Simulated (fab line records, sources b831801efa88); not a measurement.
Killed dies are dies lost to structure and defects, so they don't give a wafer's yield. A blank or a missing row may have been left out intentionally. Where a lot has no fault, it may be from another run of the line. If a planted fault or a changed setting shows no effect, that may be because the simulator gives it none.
Which tool is to blame? :: flow sky130 :: 30 wafers from 10 lots sampled at 4 of the route's 708 steps

== WHAT EACH GAUGE READ, for each wafer ==
SKY_LOCAL_INTERCONNECT_RS_MEAS_01: uses a four-point probe to measure.
lot: L643
measured: day 28 19:18
on: film metro-04
LOCAL_INTERCONNECT_TIN_RS (ohm/sq): 14.16 14.09 14.02

lot: L645
measured: day 30 00:14
on: film metro-04
LOCAL_INTERCONNECT_TIN_RS (ohm/sq): 14.12 13.98 14.00

lot: L650
measured: day 32 02:44
on: film metro-03
LOCAL_INTERCONNECT_TIN_RS (ohm/sq): 11.54 11.62 11.50

lot: L653
measured: day 33 01:07
on: film metro-03
LOCAL_INTERCONNECT_TIN_RS (ohm/sq): 11.43 11.46 11.48

lot: L654
measured: day 33 03:31
on: film metro-02
LOCAL_INTERCONNECT_TIN_RS (ohm/sq): 11.67 11.71 11.62

lot: L656
measured: day 33 19:23
on: film metro-03
LOCAL_INTERCONNECT_TIN_RS (ohm/sq): 14.11 14.04 14.19

lot: L657
measured: day 34 01:12
on: film metro-04
LOCAL_INTERCONNECT_TIN_RS (ohm/sq): 14.11 13.90 13.78

lot: L660
measured: day 34 22:38
on: film metro-04
LOCAL_INTERCONNECT_TIN_RS (ohm/sq): 14.17 13.99 13.96

lot: L661
measured: day 35 07:17
on: film metro-03
LOCAL_INTERCONNECT_TIN_RS (ohm/sq): 14.25 14.50 14.37

lot: L664
measured: day 35 21:26
on: film metro-02
LOCAL_INTERCONNECT_TIN_RS (ohm/sq): 14.19 14.37 14.12

== WHICH TOOL RAN EACH LOT (tool, then ch and the chambers of the sampled wafers, then the start) ==
lot: L643
SKY_POLY_CUT_ETCH_10: rie diel-04 ch 0,1,3, day 23 20:44
SKY_LI_CONTACT_ETCH_15: rie diel-03 ch 1,2,3, day 28 18:06
SKY_LOCAL_INTERCONNECT_SPUTTER_00: pvd sputter-03, day 28 19:14

lot: L645
SKY_POLY_CUT_ETCH_10: rie diel-04 ch 0,1,2, day 25 03:56
SKY_LI_CONTACT_ETCH_15: rie diel-01 ch 1,2,3, day 29 23:01
SKY_LOCAL_INTERCONNECT_SPUTTER_00: pvd sputter-01, day 30 00:11

lot: L650
SKY_POLY_CUT_ETCH_10: rie diel-02 ch 1,2, day 27 07:19
SKY_LI_CONTACT_ETCH_15: rie diel-04 ch 0,3, day 32 01:28
SKY_LOCAL_INTERCONNECT_SPUTTER_00: pvd sputter-01, day 32 02:37

lot: L653
SKY_POLY_CUT_ETCH_10: rie diel-04 ch 1,2, day 28 05:32
SKY_LI_CONTACT_ETCH_15: rie diel-03 ch 0,1,2, day 32 23:52
SKY_LOCAL_INTERCONNECT_SPUTTER_00: pvd sputter-01, day 33 01:01

lot: L654
SKY_POLY_CUT_ETCH_10: rie diel-04 ch 1,2,3, day 28 08:29
SKY_LI_CONTACT_ETCH_15: rie diel-04 ch 0,1,2, day 33 02:19
SKY_LOCAL_INTERCONNECT_SPUTTER_00: pvd sputter-01, day 33 03:28

lot: L656
SKY_POLY_CUT_ETCH_10: rie diel-04 ch 1,2, day 29 00:55
SKY_LI_CONTACT_ETCH_15: rie diel-01 ch 0,1,2, day 33 18:01
SKY_LOCAL_INTERCONNECT_SPUTTER_00: pvd sputter-03, day 33 19:19

lot: L657
SKY_POLY_CUT_ETCH_10: rie diel-02 ch 1,2,3, day 29 08:28
SKY_LI_CONTACT_ETCH_15: rie diel-04 ch 0,1,3, day 34 00:00
SKY_LOCAL_INTERCONNECT_SPUTTER_00: pvd sputter-02, day 34 01:08

lot: L660
SKY_POLY_CUT_ETCH_10: rie diel-01 ch 0,1,2, day 30 06:17
SKY_LI_CONTACT_ETCH_15: rie diel-01 ch 1,2,3, day 34 21:15
SKY_LOCAL_INTERCONNECT_SPUTTER_00: pvd sputter-03, day 34 22:34

lot: L661
SKY_POLY_CUT_ETCH_10: rie diel-02 ch 1,3, day 30 15:52
SKY_LI_CONTACT_ETCH_15: rie diel-01 ch 1,3, day 35 06:04
SKY_LOCAL_INTERCONNECT_SPUTTER_00: pvd sputter-02, day 35 07:11

lot: L664
SKY_POLY_CUT_ETCH_10: rie diel-01 ch 0,1,3, day 31 07:01
SKY_LI_CONTACT_ETCH_15: rie diel-01 ch 0,2,3, day 35 20:12
SKY_LOCAL_INTERCONNECT_SPUTTER_00: pvd sputter-01, day 35 21:19
- SKY_POLY_CUT_ETCH_10: etches BARC in N2/H2, stops on SiO2, time 45.9 s, target depth 60 nm.
- SKY_LI_CONTACT_ETCH_15: etches PSG in C4F8/O2/Ar, stops on Si, target depth 600 nm.
- SKY_LOCAL_INTERCONNECT_SPUTTER_00: material TiN, target thk 100 nm, time 83.3 s.

== THE ANSWER, worked out from the rows above alone ==
Rule: the usual values come from the lots themselves. Put in order of their means at a reading, lots are off if they are a third of the lots or fewer, leave a main group of 4 or more, and stand apart from it by a gap of 3 or more times the standard deviation of the main group's means; of several such gaps the widest counts. A main group is skipped when, at the precision printed for the reading in the tables above, its means are all equal. A lot without any number at a reading at which 4 lots or more have one is off too. Where the step has rows for the other lots, those lots are counted as sound.
Off: L650, L653, L654, at SKY_LOCAL_INTERCONNECT_RS_MEAS_01 (LOCAL_INTERCONNECT_TIN_RS). The main group: mean 14.12 ohm/sq, standard deviation 0.13.
A tool fits if, at a process step before that reading, it ran every lot that is off, and no sound lot after the first of them. Gauges at SKY_LOCAL_INTERCONNECT_RS_MEAS_01: tried the same way as those tools. No candidate that was tried fits.

== WHAT WAS PUT IN BY THE SIMULATOR ==
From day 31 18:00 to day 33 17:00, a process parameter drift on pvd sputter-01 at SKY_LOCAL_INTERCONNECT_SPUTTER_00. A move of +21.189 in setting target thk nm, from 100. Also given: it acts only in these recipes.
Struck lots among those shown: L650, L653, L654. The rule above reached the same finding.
